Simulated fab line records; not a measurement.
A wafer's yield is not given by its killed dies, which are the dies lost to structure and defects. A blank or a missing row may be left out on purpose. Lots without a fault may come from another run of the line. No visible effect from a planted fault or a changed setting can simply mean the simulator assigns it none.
What tool caused it? || flow sky130 || Sampling: 13 lots, 39 wafers, 2 of 708 route steps

WHAT EACH GAUGE READ, for each wafer
No reading from a measuring or inspecting step in the record can be judged against a usual standard deviation.

WHAT TOOL EACH LOT RAN ON (gives the tool, then ch and the chambers of the sampled wafers, and finally the start)
{"lot": "L151", "SKY_LDD_HVP_STRIP_09": "plasma-asher-01 ch 0, day 21 19:51", "SKY_PAD_OPEN_PROBE_99": "-"}
{"lot": "L152", "SKY_LDD_HVP_STRIP_09": "plasma-asher-02 ch 0,1, day 21 20:07", "SKY_PAD_OPEN_PROBE_99": "-"}
{"lot": "L153", "SKY_LDD_HVP_STRIP_09": "plasma-asher-02 ch 0,1, day 22 04:11", "SKY_PAD_OPEN_PROBE_99": "-"}
{"lot": "L154", "SKY_LDD_HVP_STRIP_09": "plasma-asher-04 ch 0,1, day 23 02:07", "SKY_PAD_OPEN_PROBE_99": "-"}
{"lot": "L156", "SKY_LDD_HVP_STRIP_09": "plasma-asher-04 ch 0,1, day 23 15:04", "SKY_PAD_OPEN_PROBE_99": "-"}
{"lot": "L155", "SKY_LDD_HVP_STRIP_09": "plasma-asher-04 ch 0, day 23 15:58", "SKY_PAD_OPEN_PROBE_99": "-"}
{"lot": "L157", "SKY_LDD_HVP_STRIP_09": "plasma-asher-01 ch 0,1, day 23 16:18", "SKY_PAD_OPEN_PROBE_99": "-"}
{"lot": "L158", "SKY_LDD_HVP_STRIP_09": "plasma-asher-01 ch 0,1, day 23 22:16", "SKY_PAD_OPEN_PROBE_99": "-"}
{"lot": "L159", "SKY_LDD_HVP_STRIP_09": "plasma-asher-02 ch 0,1, day 24 16:13", "SKY_PAD_OPEN_PROBE_99": "-"}
{"lot": "L161", "SKY_LDD_HVP_STRIP_09": "plasma-asher-04 ch 0,1, day 25 07:48", "SKY_PAD_OPEN_PROBE_99": "-"}
{"lot": "L165", "SKY_LDD_HVP_STRIP_09": "plasma-asher-01 ch 0,1, day 26 13:40", "SKY_PAD_OPEN_PROBE_99": "-"}
{"lot": "L168", "SKY_LDD_HVP_STRIP_09": "plasma-asher-04 ch 0,1, day 28 07:20", "SKY_PAD_OPEN_PROBE_99": "prober-01, day 50 05:13"}
{"lot": "L173", "SKY_LDD_HVP_STRIP_09": "plasma-asher-01 ch 0,1, day 28 20:13", "SKY_PAD_OPEN_PROBE_99": "-"}
- SKY_LDD_HVP_STRIP_09: strips in O2/N2.
- SKY_PAD_OPEN_PROBE_99

WHAT THE TOOLS THEMSELVES READ (means of the sampled wafers that have a number; where no wafer has one, the mark that the record gives instead)
SKY_LDD_HVP_STRIP_09.
{"lot": "L151", "tool": "plasma-asher-01", "chamber-pressure-mTorr (mTorr)": 1499.8, "drypump-motor-current-A (A)": 6.3, "oes-product-au (a.u.)": 0.408, "strip-time-to-endpoint-s (s)": 4.123}
{"lot": "L152", "tool": "plasma-asher-02", "chamber-pressure-mTorr (mTorr)": 1500.0, "drypump-motor-current-A (A)": 5.4, "oes-product-au (a.u.)": 0.411, "strip-time-to-endpoint-s (s)": 4.137}
{"lot": "L153", "tool": "plasma-asher-02", "chamber-pressure-mTorr (mTorr)": 1499.7, "drypump-motor-current-A (A)": 5.4, "oes-product-au (a.u.)": 0.406, "strip-time-to-endpoint-s (s)": 4.112}
{"lot": "L154", "tool": "plasma-asher-04", "chamber-pressure-mTorr (mTorr)": 1499.4, "drypump-motor-current-A (A)": 6.4, "oes-product-au (a.u.)": 0.409, "strip-time-to-endpoint-s (s)": 4.134}
{"lot": "L156", "tool": "plasma-asher-04", "chamber-pressure-mTorr (mTorr)": 1499.2, "drypump-motor-current-A (A)": 6.5, "oes-product-au (a.u.)": 0.410, "strip-time-to-endpoint-s (s)": 4.111}
{"lot": "L155", "tool": "plasma-asher-04", "chamber-pressure-mTorr (mTorr)": 1499.4, "drypump-motor-current-A (A)": 6.4, "oes-product-au (a.u.)": 0.406, "strip-time-to-endpoint-s (s)": 4.142}
{"lot": "L157", "tool": "plasma-asher-01", "chamber-pressure-mTorr (mTorr)": 1500.6, "drypump-motor-current-A (A)": 6.0, "oes-product-au (a.u.)": 0.411, "strip-time-to-endpoint-s (s)": 4.121}
{"lot": "L158", "tool": "plasma-asher-01", "chamber-pressure-mTorr (mTorr)": 1500.1, "drypump-motor-current-A (A)": 5.6, "oes-product-au (a.u.)": 0.413, "strip-time-to-endpoint-s (s)": 4.135}
{"lot": "L159", "tool": "plasma-asher-02", "chamber-pressure-mTorr (mTorr)": 1500.7, "drypump-motor-current-A (A)": 5.2, "oes-product-au (a.u.)": 0.409, "strip-time-to-endpoint-s (s)": 4.145}
{"lot": "L161", "tool": "plasma-asher-04", "chamber-pressure-mTorr (mTorr)": 1500.2, "drypump-motor-current-A (A)": 6.4, "oes-product-au (a.u.)": 0.408, "strip-time-to-endpoint-s (s)": 4.151}
{"lot": "L165", "tool": "plasma-asher-01", "chamber-pressure-mTorr (mTorr)": 1498.9, "drypump-motor-current-A (A)": 6.0, "oes-product-au (a.u.)": 0.405, "strip-time-to-endpoint-s (s)": 4.152}
{"lot": "L168", "tool": "plasma-asher-04", "chamber-pressure-mTorr (mTorr)": 1499.7, "drypump-motor-current-A (A)": 6.5, "oes-product-au (a.u.)": 0.416, "strip-time-to-endpoint-s (s)": 4.144}
{"lot": "L173", "tool": "plasma-asher-01", "chamber-pressure-mTorr (mTorr)": 1500.1, "drypump-motor-current-A (A)": 6.0, "oes-product-au (a.u.)": 0.413, "strip-time-to-endpoint-s (s)": 4.149}

SKY_PAD_OPEN_PROBE_99.
{"lot": "L168", "tool": "prober-01", "killed_at_M0_to_M3": 38, "killed_at_M4_up": 4.0, "killed-at-contacts": 23, "killed-at-front-end": 49, "killed-at-other": 0.0, "killed-dies": 114, "killed-open": 42, "killed-short": 38}

THE ANSWER, worked out from the rows above alone
Rule: usual is defined by the lots themselves. Put in order of their means at a reading, lots are off if they are a third of the lots or fewer, leave a main group of 4 or more, and stand apart from it by a gap of 3 or more times the standard deviation of the main group's means; of several such gaps the widest counts. A main group is skipped when, at the precision printed for the reading in the tables above, its means are all equal. A lot without any number at a reading at which 4 lots or more have one is off too. The other lots that the step has rows for count as sound. After the gauges, taken in route order, come the tools' own readings; for these a lot's mean is taken, as printed above. At the first step where some lot is off, the reading lying furthest off is the one used; lots without a number count as furthest.
No lot is off at any reading shown: from this, nothing can be told.

WHAT HAD BEEN PUT IN BY THE SIMULATOR
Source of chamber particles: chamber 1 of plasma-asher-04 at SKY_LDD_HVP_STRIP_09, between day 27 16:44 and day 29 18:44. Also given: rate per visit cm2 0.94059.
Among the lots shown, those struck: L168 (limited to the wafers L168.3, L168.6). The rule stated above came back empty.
